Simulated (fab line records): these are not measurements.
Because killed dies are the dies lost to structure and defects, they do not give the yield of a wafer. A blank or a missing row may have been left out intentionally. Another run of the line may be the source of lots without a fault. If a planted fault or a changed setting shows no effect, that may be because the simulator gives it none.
fab line records    flow sky130
record lots=5  wafers=15  last-day=50
route steps=708 shown VIA3@586 METAL4@598 CAP2M@603
lots that met no fault: taken from a fault-free run of the same line
start-h: the number of hours between the record's first day and the start of the first shown wafer of the lot    wait-h: how many hours have passed since the lot's step before this one    " as in the row above    L1.1+2: a single row standing in for several wafers    - no value, or no start given    * or withheld: withheld    < > ~ a bound
route shown NAME@n: names a module that has steps shown in the file, with the first one's number in the route    usual: the fault-free wafers' mean and standard deviation    same: alike in all rows    chamber/n: place in a boat    sites: the reading at each site    _std_site: standard deviation across them    _edge_site: inner sites' mean taken away from outer sites' mean    radius-mm: for every site, how far away it sits from the centre of the wafer    mask NAME#n: copy n    behind: the most recent tool/chamber to have shaped the wafer    hold: what put the lot on hold/how long, in hours/how the hold closed    device: the n, p or np transistor that did not switch    end of line: tests run on the same wafers once the route is complete    a step with no rows: only its recipe    killed: dies lost to structure and defects at the first sort, not the wafer's yield    map: per-die view of a wafer (x killed, . not killed, _ where there is no die)
set.NAME: the run value of the setting; set.NAME@STEP: its run value at that earlier step    model.NAME: the simulator's own value behind a step, which no gauge read
lots seen at some steps along the route; tables by step, rows by wafer
services: from which hour (start-h, from the record's first day; less than 0 if before it) a tool's chamber was out of use, for how many hours, and why
## steps
# step SKY_VIA3_OVL_MEAS_13
# usual VIA3_OVL=0/5.1
lot.wafer  tool        chamber  start-h  wait-h  VIA3_OVL[nm]
L074.1     overlay-01  -        926.89   0.1     -7
L074.2     "           -        "        "       -7
L074.3     "           -        "        "       -7
L083.4     overlay-01  -        995.47   0.1     -9
L083.5     "           -        "        "       -3
L083.6     "           -        "        "       -2
L095.1     overlay-01  -        1071.29  0.1     8
L095.2     "           -        "        "       -7
L095.3     "           -        "        "       5
L096.2     overlay-02  -        1076.86  0.1     -8
L096.3     "           -        "        "       7
L096.5     "           -        "        "       5
L097.2     overlay-01  -        1078.96  0.1     -2
L097.3     "           -        "        "       0
L097.5     "           -        "        "       0
# step SKY_VIA3_ETCH_14
# recipe chemistry=N2/H2  target=BARC  ion-energy-ev=200  source-w=500  bias-w=100  pressure-mtorr=30  n2-flow-sccm=100  h2-flow-sccm=200  stop-on=SiO2  time-s=45.9  target-depth-a=600
# usual chamber-pressure-mTorr=30.001/0.028  drypump-motor-current-A=6.0/0.5  oes-product-au=0.855/0.005  throttle-valve-pct=13.225/0.0086
lot.wafer  tool         chamber  start-h  wait-h  chamber-pressure-mTorr  drypump-motor-current-A  oes-product-au  rf-hours-counter-h  throttle-valve-pct
L074.1     rie-diel-03  2        926.93   0.0     30.002                  5.9                      0.857           6                   13.216
L074.2     "            0        "        "       29.985                  4.8                      0.865           29                  13.230
L074.3     "            1        "        "       30.025                  5.7                      0.854           16                  13.227
L083.4     rie-diel-03  1        995.49   0.0     30.017                  5.7                      0.856           18                  13.237
L083.5     "            0        "        "       30.000                  4.8                      0.861           -                   13.227
L083.6     "            1        "        "       29.995                  5.7                      0.852           -                   13.212
L095.1     rie-diel-03  0        1071.33  0.0     30.020                  4.8                      0.850           2                   13.229
L095.2     "            2        "        "       29.938                  6.0                      0.861           11                  13.217
L095.3     "            3        "        "       29.995                  5.9                      0.857           10                  13.212
L096.2     rie-diel-02  3        1076.89  0.0     30.000                  6.1                      0.861           12                  13.236
L096.3     "            2        "        "       30.031                  5.9                      0.854           26                  13.232
L096.5     "            3        "        "       30.004                  6.1                      0.860           -                   13.225
L097.2     rie-diel-04  3        1078.99  0.0     30.060                  6.6                      0.852           14                  13.211
L097.3     "            0        "        "       30.033                  6.4                      0.854           13                  13.226
L097.5     "            1        "        "       30.004                  6.7                      0.852           -                   13.236
# step SKY_VIA3_ETCH_15
# recipe target=SiO2  chemistry=C4F8/O2/Ar  target-depth-nm=507  stop-on=TiN  mask-material=KrF-thick  source-w=1500  bias-w=1200  pressure-mtorr=40  c4f8-flow-sccm=withheld  O2_flow_sccm=6  Ar_flow_sccm=300  time-s=78
# usual chamber-pressure-mTorr=40.00/0.039  oes-product-au=0.946/0.0049
lot.wafer  tool         chamber  start-h  wait-h  chamber-pressure-mTorr  oes-product-au  rf-hours-counter-h
L074.1     rie-diel-03  2        926.97   0.0     39.90                   0.944           6
L074.2     "            0        "        "       40.02                   0.951           29
L074.3     "            1        "        "       39.98                   0.941           16
L083.4     rie-diel-03  1        995.53   0.0     39.93                   0.939           18
L083.5     "            0        "        "       40.00                   0.945           -
L083.6     "            1        "        "       39.96                   0.947           -
L095.1     rie-diel-03  0        1071.37  0.0     40.00                   0.945           2
L095.2     "            2        "        "       40.03                   0.940           11
L095.3     "            3        "        "       39.94                   0.943           10
L096.2     rie-diel-02  3        1076.93  0.0     40.05                   0.950           12
L096.3     "            2        "        "       39.99                   0.950           26
L096.5     "            3        "        "       39.96                   0.947           -
L097.2     rie-diel-04  3        1079.03  0.0     40.01                   0.948           14
L097.3     "            0        "        "       39.98                   0.949           13
L097.5     "            1        "        "       40.02                   0.951           -
# step SKY_VIA3_STRIP_16
# recipe chemistry=O2/N2  power-w=1400  pressure-mtorr=1500  platen-temp-c=withheld  o2-flow-sccm=3000  n2-flow-sccm=300  overash-fraction=0.5
# usual chamber-pressure-mTorr=1499.9/1.3  drypump-motor-current-A=5.5/0.45  o2-flow-sccm=2998/9.6  oes-product-au=0.402/0.0045  strip-time-to-endpoint-s=4.136/0.023
lot.wafer  tool             chamber  start-h  wait-h  chamber-pressure-mTorr  drypump-motor-current-A  o2-flow-sccm  oes-product-au  rf-hours-counter-h  strip-time-to-endpoint-s
L074.1     plasma-asher-04  1        927.03   0.0     1501.0                  5.3                      2994          0.405           110                 4.131
L074.2     "                0        "        "       1499.3                  5.0                      3010          0.398           110                 4.136
L074.3     "                1        "        "       1499.4                  5.3                      3000          0.405           -                   4.114
L083.4     plasma-asher-02  1        995.62   0.1     1500.6                  5.4                      3002          0.403           -                   4.110
L083.5     "                0        "        "       1499.3                  5.6                      2996          0.405           -                   4.135
L083.6     "                1        "        "       1497.9                  5.4                      3008          0.399           -                   4.111
L095.1     plasma-asher-04  0        1071.43  0.0     1499.7                  5.0                      2993          0.415           1                   4.179
L095.2     "                1        "        "       1499.0                  5.3                      2992          0.407           1                   4.140
L095.3     "                1        "        "       1497.5                  5.3                      2984          0.407           -                   4.175
L096.2     plasma-asher-02  0        1076.99  0.0     1498.5                  5.6                      3000          0.403           34                  4.156
L096.3     "                0        "        "       1501.9                  5.6                      2995          0.400           -                   4.167
L096.5     "                0        "        "       1501.2                  5.6                      3000          0.405           -                   4.128
L097.2     plasma-asher-01  1        1079.09  0.0     1499.4                  6.0                      3006          0.401           63                  4.066
L097.3     "                0        "        "       1500.1                  6.6                      2994          0.409           -                   4.106
L097.5     "                1        "        "       1501.3                  6.0                      2991          0.401           -                   4.100
# step SKY_VIA3_STRIP_17
# recipe chemistry=post-etch-residue-remover  time-s=1200  temp-c=72.5
lot.wafer   tool          chamber  start-h  wait-h
L074.1+2+3  wet-bench-04  2        927.13   0.1
L083.4+5+6  wet-bench-01  0        995.69   0.0
L095.1+2+3  wet-bench-02  1        1071.53  0.1
L096.2+3+5  wet-bench-02  3        1077.09  0.1
L097.2+3+5  wet-bench-04  3        1079.19  0.1
# step SKY_VIA3_CLEAN_18
# recipe chemistry=IPA  time-s=180  temp-c=25
lot.wafer   tool          chamber  start-h  wait-h
L074.1+2+3  wet-bench-02  2        927.47   0.0
L083.4+5+6  wet-bench-04  2        996.06   0.0
L095.1+2+3  wet-bench-01  1        1071.88  0.0
L096.2+3+5  wet-bench-01  0        1077.43  0.0
L097.2+3+5  wet-bench-01  2        1079.56  0.0
# step SKY_VIA3_CLEAN_19
# recipe chemistry=O3/DIW  dry=n2-spin
lot.wafer   tool          chamber  start-h  wait-h
L074.1+2+3  wet-bench-01  2        927.53   0.0
L083.4+5+6  wet-bench-04  3        996.18   0.0
L095.1+2+3  wet-bench-02  2        1071.93  0.0
L096.2+3+5  wet-bench-04  0        1077.49  0.0
L097.2+3+5  wet-bench-04  2        1079.62  0.0
# step SKY_VIA3_SPUTTER_20
# recipe material=TiN  target-thk-nm=20  chamber-pressure-pa=5  power-w=4000  time-s=80
# usual throttle-valve-pct=30.1/0.91
lot.wafer  tool            chamber  start-h  wait-h  throttle-valve-pct
L074.1     pvd-sputter-03  -        927.63   0.0     30.2
L074.2     "               -        "        "       28.5
L074.3     "               -        "        "       30.3
L083.4     pvd-sputter-03  -        996.36   0.0     30.2
L083.5     "               -        "        "       29.9
L083.6     "               -        "        "       28.7
L095.1     pvd-sputter-02  -        1072.03  0.0     30.1
L095.2     "               -        "        "       31.5
L095.3     "               -        "        "       29.0
L096.2     pvd-sputter-01  -        1077.59  0.0     29.4
L096.3     "               -        "        "       29.8
L096.5     "               -        "        "       29.0
L097.2     pvd-sputter-01  -        1079.72  0.0     31.2
L097.3     "               -        "        "       30.0
L097.5     "               -        "        "       29.4
# step SKY_VIA3_CVD_21
# recipe material=W  target-thk-nm=390  time-s=117.31  temp-c=400  pressure-torr=40
# usual heater-power-w=900/98  susceptor-temp-C=400.02/0.22
lot.wafer  tool      chamber  start-h  wait-h  heater-power-w  susceptor-temp-C
L074.1     cvd-w-02  0        927.69   0.0     819             399.90
L074.2     "         1        "        "       752             399.92
L074.3     "         0        "        "       832             399.83
L083.4     cvd-w-01  1        996.46   0.1     1026            400.10
L083.5     "         0        "        "       953             400.35
L083.6     "         1        "        "       1040            400.42
L095.1     cvd-w-02  0        1072.09  0.0     865             400.21
L095.2     "         1        "        "       743             400.05
L095.3     "         0        "        "       868             400.40
L096.2     cvd-w-02  1        1077.65  0.0     730             400.35
L096.3     "         1        "        "       732             400.26
L096.5     "         0        "        "       868             400.27
L097.2     cvd-w-01  0        1079.78  0.0     922             399.86
L097.3     "         0        "        "       915             399.90
L097.5     "         0        "        "       925             400.11
# step SKY_VIA3_RS_MEAS_22
# recipe thk-meas-gauge=four-point-probe  reads=W_of_VIA3_CVD_21+TiN_of_VIA3_SPUTTER_20
# usual VIA3_W_RS=0.2965/0.0028
lot.wafer  tool           chamber  start-h  wait-h  VIA3_W_RS[ohm/sq]
L074.1     film-metro-04  -        927.81   0.1     0.2969
L074.2     "              -        "        "       0.2966
L074.3     "              -        "        "       0.2961
L083.4     film-metro-03  -        996.61   0.1     0.2962
L083.5     "              -        "        "       0.2992
L083.6     "              -        "        "       0.2966
L095.1     film-metro-04  -        1072.21  0.1     0.2962
L095.2     "              -        "        "       0.2964
L095.3     "              -        "        "       0.2951
L096.2     film-metro-01  -        1077.79  0.1     0.2891
L096.3     "              -        "        "       0.2918
L096.5     "              -        "        "       0.2923
L097.2     film-metro-03  -        1079.92  0.1     0.2921
L097.3     "              -        "        "       0.2956
L097.5     "              -        "        "       0.2938
# step SKY_VIA3_THK_MEAS_23
# recipe thk-meas-gauge=xrf  reads=W_of_VIA3_CVD_21
# usual VIA3_W_THK=385/4.9
lot.wafer  tool           chamber  start-h  wait-h  VIA3_W_THK[nm]
L074.1     film-metro-04  -        927.93   0.1     386
L074.2     "              -        "        "       390
L074.3     "              -        "        "       390
L083.4     film-metro-03  -        996.70   0.1     382
L083.5     "              -        "        "       376
L083.6     "              -        "        "       381
L095.1     film-metro-04  -        1072.33  0.1     390
L095.2     "              -        "        "       389
L095.3     "              -        "        "       392
L096.2     film-metro-01  -        1077.90  0.1     394
L096.3     "              -        "        "       387
L096.5     "              -        "        "       386
L097.2     film-metro-03  -        1080.03  0.1     391
L097.3     "              -        "        "       384
L097.5     "              -        "        "       387
# step SKY_VIA3_CMP_24
# recipe stop-on=SiO2  t-overpolish-s=20  down-force-psi=3.5  platen-rpm=60  target-thk-nm=0  pad-velocity-m-s=0.94248
# usual motor-current-A=11.5/0.96  overpolish-run-s=19.999/0.0089  platen-rpm=60.00/0.038  retaining-ring-pressure-frac=1.000/0.0053  time-to-endpoint-s=94/3.5
lot.wafer  tool    chamber  start-h  wait-h  motor-current-A  overpolish-run-s  platen-rpm  retaining-ring-pressure-frac  time-to-endpoint-s
L074.2     cmp-02  1        927.99   0.0     10.9             20.007            59.94       1.000                         93
L074.3     "       3        "        "       12.0             19.994            59.96       1.000                         90
L074.1     "       0        "        "       9.8              19.999            60.01       0.997                         90
L083.4     cmp-02  2        996.83   0.1     12.7             20.006            59.97       0.997                         92
L083.5     "       0        "        "       10.5             20.002            59.99       0.988                         88
L083.6     "       1        "        "       10.8             19.992            59.98       0.998                         93
L095.2     cmp-01  2        1072.54  0.2     10.5             20.000            59.97       0.995                         99
L095.3     "       3        "        "       10.8             19.996            60.01       0.994                         101
L095.1     "       0        "        "       12.5             19.998            60.06       1.003                         97
L096.2     cmp-01  3        1078.00  0.1     11.2             20.010            60.04       1.002                         100
L096.3     "       0        "        "       12.4             19.995            60.04       0.997                         98
L096.5     "       2        "        "       10.7             19.996            59.98       1.003                         99
L097.3     cmp-02  0        1080.13  0.1     9.6              20.000            59.97       1.002                         89
L097.2     "       2        "        "       13.3             19.993            60.01       1.005                         92
L097.5     "       0        "        "       10.3             19.992            59.95       0.999                         88
# step SKY_METAL4_SPUTTER_00
# recipe material=Ti  target-thk-nm=15  power-w=3000  time-s=10  chamber-pressure-pa=0.4
# usual throttle-valve-pct=29.7/0.88
lot.wafer  tool            chamber  start-h  wait-h  throttle-valve-pct
L074.1     pvd-sputter-04  -        928.29   0.1     28.8
L074.2     "               -        "        "       29.4
L074.3     "               -        "        "       29.2
L083.4     pvd-sputter-01  -        997.03   0.1     29.2
L083.5     "               -        "        "       29.4
L083.6     "               -        "        "       31.3
L095.1     pvd-sputter-03  -        1072.79  0.1     30.1
L095.2     "               -        "        "       31.3
L095.3     "               -        "        "       28.9
L096.2     pvd-sputter-03  -        1078.25  0.2     30.0
L096.3     "               -        "        "       31.0
L096.5     "               -        "        "       31.4
L097.2     pvd-sputter-03  -        1080.38  0.1     30.2
L097.3     "               -        "        "       31.4
L097.5     "               -        "        "       28.8
# step SKY_METAL4_SPUTTER_01
# recipe material=TiN  target-thk-nm=20  power-w=6500  time-s=16.7  chamber-pressure-pa=0.4
# usual throttle-valve-pct=29.7/0.87
lot.wafer  tool            chamber  start-h  wait-h  throttle-valve-pct
L074.1     pvd-sputter-04  -        928.32   0.0     29.0
L074.2     "               -        "        "       29.5
L074.3     "               -        "        "       29.2
L083.4     pvd-sputter-01  -        997.05   0.0     29.0
L083.5     "               -        "        "       29.3
L083.6     "               -        "        "       31.1
L095.1     pvd-sputter-03  -        1072.81  0.0     30.0
L095.2     "               -        "        "       31.4
L095.3     "               -        "        "       28.7
L096.2     pvd-sputter-03  -        1078.28  0.0     30.2
L096.3     "               -        "        "       31.3
L096.5     "               -        "        "       31.6
L097.2     pvd-sputter-03  -        1080.41  0.0     30.3
L097.3     "               -        "        "       31.6
L097.5     "               -        "        "       28.6
# step SKY_METAL4_SPUTTER_02
# recipe material=AlCu  target-thk-nm=735  power-w=10600  time-s=39.1  chamber-pressure-pa=0.4
# usual throttle-valve-pct=29.7/0.85
lot.wafer  tool            chamber  start-h  wait-h  throttle-valve-pct
L074.1     pvd-sputter-04  -        928.34   0.0     28.7
L074.2     "               -        "        "       29.5
L074.3     "               -        "        "       28.9
L083.4     pvd-sputter-01  -        997.07   0.0     29.6
L083.5     "               -        "        "       29.4
L083.6     "               -        "        "       31.1
L095.1     pvd-sputter-03  -        1072.83  0.0     30.0
L095.2     "               -        "        "       31.3
L095.3     "               -        "        "       28.7
L096.2     pvd-sputter-03  -        1078.30  0.0     29.8
L096.3     "               -        "        "       31.6
L096.5     "               -        "        "       31.4
L097.2     pvd-sputter-03  -        1080.43  0.0     29.9
L097.3     "               -        "        "       31.4
L097.5     "               -        "        "       28.8
# step SKY_METAL4_SPUTTER_03
# recipe material=Ti  target-thk-nm=5  power-w=3000  time-s=3.3  chamber-pressure-pa=0.4
# usual throttle-valve-pct=29.7/0.86
lot.wafer  tool            chamber  start-h  wait-h  throttle-valve-pct
L074.1     pvd-sputter-04  -        928.38   0.0     28.6
L074.2     "               -        "        "       29.4
L074.3     "               -        "        "       29.1
L083.4     pvd-sputter-01  -        997.11   0.0     29.3
L083.5     "               -        "        "       29.3
L083.6     "               -        "        "       31.2
L095.1     pvd-sputter-03  -        1072.87  0.0     30.0
L095.2     "               -        "        "       31.3
L095.3     "               -        "        "       29.0
L096.2     pvd-sputter-03  -        1078.34  0.0     30.0
L096.3     "               -        "        "       31.4
L096.5     "               -        "        "       31.3
L097.2     pvd-sputter-03  -        1080.47  0.0     30.2
L097.3     "               -        "        "       31.5
L097.5     "               -        "        "       28.8
# step SKY_METAL4_SPUTTER_04
# recipe material=TiN  target-thk-nm=70  power-w=6500  time-s=58.3  chamber-pressure-pa=0.4
# usual throttle-valve-pct=29.8/0.87
lot.wafer  tool            chamber  start-h  wait-h  throttle-valve-pct
L074.1     pvd-sputter-04  -        928.40   0.0     28.6
L074.2     "               -        "        "       29.2
L074.3     "               -        "        "       28.7
L083.4     pvd-sputter-01  -        997.13   0.0     29.4
L083.5     "               -        "        "       29.6
L083.6     "               -        "        "       31.3
L095.1     pvd-sputter-03  -        1072.89  0.0     30.1
L095.2     "               -        "        "       31.6
L095.3     "               -        "        "       29.0
L096.2     pvd-sputter-03  -        1078.36  0.0     30.2
L096.3     "               -        "        "       31.6
L096.5     "               -        "        "       31.3
L097.2     pvd-sputter-03  -        1080.49  0.0     30.1
L097.3     "               -        "        "       31.3
L097.5     "               -        "        "       28.6
# step SKY_CAP2M_CVD_00
# recipe material=SiO2  target-thk-nm=15.5  temp-c=400  time-s=withheld  rf-w=450
# usual heater-power-w=695/90  susceptor-temp-C=399.98/0.21
lot.wafer  tool      chamber  start-h  wait-h  heater-power-w  susceptor-temp-C
L074.1     pecvd-04  0        928.45   0.0     691             399.84
L074.2     "         2        "        "       625             400.24
L074.3     "         1        "        "       776             399.82
L083.4     pecvd-04  0        997.19   0.0     555             399.97
L083.5     "         2        "        "       578             399.87
L083.6     "         0        "        "       578             400.00
L095.1     pecvd-01  1        1072.94  0.0     778             399.79
L095.2     "         2        "        "       808             399.96
L095.3     "         0        "        "       635             400.05
L096.2     pecvd-03  1        1078.41  0.0     624             399.81
L096.3     "         2        "        "       615             400.27
L096.5     "         1        "        "       625             400.23
L097.2     pecvd-01  2        1080.54  0.0     804             399.75
L097.3     "         1        "        "       803             400.45
L097.5     "         1        "        "       802             400.11
# step SKY_CAP2M_THK_MEAS_01
# recipe reads=SiO2_of_CAP2M_CVD_00
# usual CAP2M_CVD_00_THK=15.57/0.23
lot.wafer  tool           chamber  start-h  wait-h  CAP2M_CVD_00_THK[nm]
L074.1     film-metro-03  -        928.47   -       15.06
L074.2     "              -        "        "       15.08
L074.3     "              -        "        "       15.12
L083.4     film-metro-04  -        997.24   -       15.47
L083.5     "              -        "        "       15.47
L083.6     "              -        "        "       15.71
L095.1     film-metro-04  -        1072.96  -       15.78
L095.2     "              -        "        "       15.33
L095.3     "              -        "        "       15.78
L096.2     film-metro-02  -        1078.44  -       15.42
L096.3     "              -        "        "       15.33
L096.5     "              -        "        "       15.64
L097.2     film-metro-04  -        1080.58  -       15.56
L097.3     "              -        "        "       15.98
L097.5     "              -        "        "       15.84
# step SKY_CAP2M_SPUTTER_02
# recipe material=TiN  target-thk-nm=200  temp-c=300  power-w=6500  time-s=166.7  chamber-pressure-pa=0.4
# usual susceptor-temp-C=300.00/0.19  throttle-valve-pct=30.2/0.92
lot.wafer  tool            chamber  start-h  wait-h  susceptor-temp-C  throttle-valve-pct
L074.1     pvd-sputter-03  -        928.53   0.1     299.90            31.1
L074.2     "               -        "        "       300.09            30.2
L074.3     "               -        "        "       299.75            28.5
L083.4     pvd-sputter-03  -        997.27   0.0     300.27            28.9
L083.5     "               -        "        "       299.84            30.2
L083.6     "               -        "        "       300.16            30.2
L095.1     pvd-sputter-04  -        1073.02  0.1     300.11            29.4
L095.2     "               -        "        "       300.01            30.5
L095.3     "               -        "        "       300.03            29.1
L096.2     pvd-sputter-02  -        1078.49  0.0     300.32            30.1
L096.3     "               -        "        "       299.91            31.4
L096.5     "               -        "        "       300.28            30.0
L097.2     pvd-sputter-02  -        1080.63  0.0     299.79            30.2
L097.3     "               -        "        "       299.94            28.9
L097.5     "               -        "        "       299.79            30.0
# step SKY_CAP2M_RS_MEAS_03
# recipe thk-meas-gauge=four-point-probe  reads=TiN_of_CAP2M_SPUTTER_02
# usual CAP2M_TIN_RS=6.90/0.068
lot.wafer  tool           chamber  start-h  wait-h  CAP2M_TIN_RS[ohm/sq]
L074.1     film-metro-02  -        928.64   0.1     6.97
L074.2     "              -        "        "       7.00
L074.3     "              -        "        "       6.93
L083.4     film-metro-03  -        997.44   0.1     6.87
L083.5     "              -        "        "       6.96
L083.6     "              -        "        "       6.94
L095.1     film-metro-02  -        1073.13  0.1     6.76
L095.2     "              -        "        "       6.84
L095.3     "              -        "        "       6.78
L096.2     film-metro-04  -        1078.62  0.1     6.93
L096.3     "              -        "        "       6.94
L096.5     "              -        "        "       6.90
L097.2     film-metro-03  -        1080.76  0.1     6.82
L097.3     "              -        "        "       6.81
L097.5     "              -        "        "       6.81
# step SKY_CAP2M_THK_MEAS_04
# recipe thk-meas-gauge=xrf  reads=TiN_of_CAP2M_SPUTTER_02
# usual CAP2M_TIN_THK=197.7/2
lot.wafer  tool           chamber  start-h  wait-h  CAP2M_TIN_THK[nm]
L074.1     film-metro-02  -        928.76   0.1     196.3
L074.2     "              -        "        "       195.4
L074.3     "              -        "        "       196.3
L083.4     film-metro-03  -        997.53   0.1     198.2
L083.5     "              -        "        "       196.0
L083.6     "              -        "        "       196.9
L095.1     film-metro-02  -        1073.25  0.1     202.8
L095.2     "              -        "        "       200.7
L095.3     "              -        "        "       202.7
L096.2     film-metro-04  -        1078.73  0.1     196.6
L096.3     "              -        "        "       197.3
L096.5     "              -        "        "       197.7
L097.2     film-metro-03  -        1080.87  0.1     198.7
L097.3     "              -        "        "       198.6
L097.5     "              -        "        "       199.3
# step SKY_CAP2M_DEHYDRATE_05
# recipe temp-c=200  time-s=60
lot.wafer   tool            chamber  start-h  wait-h
L074.1+2+3  litho-track-01  0        940.62   11.9
L083.4+5+6  litho-track-03  0        1008.06  10.5
L095.1+2+3  litho-track-03  0        1082.98  9.7
L096.2+3+5  litho-track-02  0        1088.44  9.7
L097.2+3+5  litho-track-03  0        1090.51  9.6
## services
tool            chamber  start-h  hours  kind
cvd-w-02        -        904.12   14.0   pm
rie-diel-04     -        905.35   0.6    repair
cvd-w-01        -        905.72   0.9    repair
cvd-w-01        0        908.10   5.6    repair
pvd-sputter-01  -        910.63   2.9    repair
cmp-02          -        912.29   4.0    pm
pvd-sputter-01  -        912.49   22.8   repair
rie-diel-03     1        927.38   10.7   repair
wet-bench-04    -        947.07   11.1   repair
cmp-02          -        957.93   1.7    repair
cmp-02          -        958.45   1.7    repair
pvd-sputter-03  -        967.12   17.7   repair
wet-bench-02    -        972.35   1.1    repair
rie-diel-03     -        979.83   14.6   pm
cmp-02          -        982.22   1.4    repair
cmp-02          -        985.74   4.4    pm
rie-diel-03     1        1001.26  4.1    repair
cvd-w-02        -        1007.57  1.0    repair
pvd-sputter-01  -        1015.43  6.1    repair
rie-diel-03     0        1032.71  12.4   repair
pvd-sputter-03  -        1038.49  1.9    repair
cmp-02          -        1068.33  1.0    repair
cmp-02          -        1075.59  1.2    repair
rie-diel-03     -        1085.92  0.2    repair
## key
fault none
